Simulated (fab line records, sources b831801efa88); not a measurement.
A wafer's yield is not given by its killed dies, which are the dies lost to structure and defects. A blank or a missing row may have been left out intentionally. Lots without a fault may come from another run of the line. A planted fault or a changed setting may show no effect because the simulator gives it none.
Which of the tools did it? | flow gf180mcu | 13 lots, 39 wafers sampled, at 3 steps of a route of 602

## WHAT THE GAUGES READ, wafer by wafer
GF_TOP_METAL_RS_MEAS_05: measures by four-point-probe. Usual: TOP_METAL_ALCU_RS typically reads 0.0329 ohm/sq, with standard deviation 0.00044.
lot  | measured     | on            | TOP_METAL_ALCU_RS (ohm/sq) | flag
L740 | day 27 08:57 | film-metro-01 | 0.0327 0.0321 0.0324       |
L741 | day 27 14:11 | film-metro-02 | 0.0326 0.0322 0.0323       |
L743 | day 28 10:33 | film-metro-04 | 0.0328 0.0330 0.0330       |
L746 | day 29 09:04 | film-metro-01 | 0.0324 0.0326 0.0324       |
L752 | day 31 01:38 | film-metro-02 | 0.0327 0.0330 0.0332       |
L753 | day 31 08:58 | film-metro-01 | 0.0331 0.0327 0.0329       |
L757 | day 32 05:54 | film-metro-04 | 0.0331 0.0329 0.0328       |
L758 | day 32 10:29 | film-metro-02 | 0.0328 0.0320 0.0329       |
L759 | day 32 19:21 | film-metro-04 | 0.0330 0.0331 0.0334       |
L760 | day 33 01:19 | film-metro-02 | 0.0332 0.0331 0.0328       |
L761 | day 33 03:36 | film-metro-02 | 0.0324 0.0323 0.0331       |
L762 | day 33 09:51 | film-metro-01 | 0.0335 0.0325 0.0332       |
L763 | day 33 16:10 | film-metro-01 | 0.0332 0.0330 0.0328       |

## WHICH TOOL RAN EACH LOT (tool, then ch and the chambers of the sampled wafers, then the start)
lot  | GF_V1_CLEAN_20                  | GF_V5_STRIP_18
L740 | wet-bench-03 ch 1, day 18 05:10 | plasma-asher-03 ch 0,1, day 27 07:30
L741 | wet-bench-02 ch 1, day 18 13:23 | plasma-asher-01 ch 1, day 27 12:42
L743 | wet-bench-04 ch 1, day 19 12:46 | plasma-asher-01 ch 0,1, day 28 09:07
L746 | wet-bench-03 ch 3, day 20 16:17 | plasma-asher-04 ch 0,1, day 29 07:36
L752 | wet-bench-02 ch 3, day 22 20:32 | plasma-asher-04 ch 0,1, day 31 00:10
L753 | wet-bench-04 ch 1, day 23 05:47 | plasma-asher-03 ch 1, day 31 07:30
L757 | wet-bench-03 ch 2, day 24 08:52 | plasma-asher-01 ch 0,1, day 32 04:25
L758 | wet-bench-04 ch 2, day 24 14:50 | plasma-asher-03 ch 0,1, day 32 09:00
L759 | wet-bench-04 ch 2, day 25 01:47 | plasma-asher-04 ch 0,1, day 32 17:54
L760 | wet-bench-02 ch 2, day 25 10:26 | plasma-asher-04 ch 0,1, day 32 23:52
L761 | wet-bench-04 ch 3, day 25 15:11 | plasma-asher-04 ch 0,1, day 33 02:06
L762 | wet-bench-04 ch 2, day 25 19:59 | plasma-asher-03 ch 0,1, day 33 08:24
L763 | wet-bench-02 ch 3, day 26 04:41 | plasma-asher-04 ch 0,1, day 33 14:37
- GF_V1_CLEAN_20: cleans in DIW.
- GF_V5_STRIP_18: strips in O2/N2.

## AS READ BY THE TOOLS THEMSELVES (means over the sampled wafers that have a number; for cases with no such wafer, the mark the record gives instead)
GF_V5_STRIP_18. Usual: drypump-motor-current-A 5.9 A, standard deviation 0.4; heater-power-w 316 W, standard deviation 23; oes-product-au 0.570 a.u., standard deviation 0.0052; platen-temp-c 249.99 C, standard deviation 0.18.
lot  | tool            | drypump-motor-current-A (A) | heater-power-w (W) | oes-product-au (a.u.) | platen-temp-c (C) | flag
L740 | plasma-asher-03 | 5.9                         | 308                | 0.568                 | 250.35            |
L741 | plasma-asher-01 | 5.9                         | 340                | 0.568                 | 249.98            |
L743 | plasma-asher-01 | 5.4                         | 329                | 0.572                 | 250.00            |
L746 | plasma-asher-04 | 6.2                         | 301                | 0.567                 | 249.91            |
L752 | plasma-asher-04 | 5.9                         | 318                | 0.571                 | 250.18            |
L753 | plasma-asher-03 | 5.7                         | 312                | 0.574                 | 250.04            |
L757 | plasma-asher-01 | 5.5                         | 339                | 0.575                 | 249.92            |
L758 | plasma-asher-03 | 5.9                         | 306                | 0.571                 | 249.70            |
L759 | plasma-asher-04 | 6.0                         | 322                | 0.568                 | 250.01            |
L760 | plasma-asher-04 | 6.2                         | 298                | 0.568                 | 250.01            |
L761 | plasma-asher-04 | 5.9                         | 321                | 0.571                 | 249.70            |
L762 | plasma-asher-03 | 5.9                         | 311                | 0.571                 | 250.10            |
L763 | plasma-asher-04 | 6.0                         | 321                | 0.564                 | 249.96            |

## THE ANSWER, worked out from the rows above alone
Rule: take the mean of a lot's wafers that have a number; if it is more than 3 standard deviations from the usual mean, the lot is off. Also off: a lot with no number at a reading for which 4 or more lots have one. All remaining lots with rows at the step are treated as sound. First the gauges in route order, then the tools' own readings, where a lot's mean is used as printed above. The first step at which some lot is off is used, and at that step the reading that is off furthest; a lot without a number counts as furthest.
No lot is off at any reading shown: from this, nothing can be told.

## WHAT THE SIMULATOR HAD INSERTED
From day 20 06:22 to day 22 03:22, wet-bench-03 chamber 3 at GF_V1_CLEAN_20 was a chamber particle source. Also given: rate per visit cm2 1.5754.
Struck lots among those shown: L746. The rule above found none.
